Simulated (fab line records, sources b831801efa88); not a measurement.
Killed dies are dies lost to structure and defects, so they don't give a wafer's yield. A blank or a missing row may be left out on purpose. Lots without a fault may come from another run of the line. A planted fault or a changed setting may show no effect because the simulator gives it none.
Chamber matching | flow sfq_line | SFQ_TRILAYER_I1_DEP_PECVD_045 on pecvd-03: 3 sister chambers
The step deposits SiO2 from SiH4/N2O, time 111.11 s, target thk 500 nm. 3 wafers are shown with their chamber, then 7 later ones without.

WAFERS WITH THEIR CHAMBER
wafer  | chamber | throttle_valve_pct (%)
L299.4 | 0       | 24.8
L312.1 | 1       | 22.5
L312.3 | 2       | 23.6

WAFERS WITHOUT THEIR CHAMBER
wafer  | throttle_valve_pct (%)
L312.6 | 22.5
L313.2 | 24.7
L313.5 | 22.5
L313.6 | 25.1
L315.2 | 23.8
L315.4 | 25.0
L315.6 | 23.8

WHICH CHAMBER EACH WENT THROUGH
wafer  | from the rows above | in truth
L312.6 | 1                   | 1
L313.2 | 0                   | 0
L313.5 | 1                   | 1
L313.6 | 0                   | 0
L315.2 | 2                   | 2
L315.4 | 0                   | 0
L315.6 | 2                   | 2
Placed correctly: 7 of 7. Can't be placed from these rows: 0. Placed wrongly: 0.
How it was worked out, from the rows above alone: a wafer's distance from a chamber is the root of the sum, over the readings, of the square of ((its reading less the chamber's mean) divided by the reading's scatter). The wafer belongs to the nearest chamber; if the next one is less than 2 further off, it can't be placed. A chamber's mean is the mean of its shown wafers. The scatter: with one shown wafer a chamber, the root of the mean of the squares of how far each hidden wafer lies from its nearest shown one.
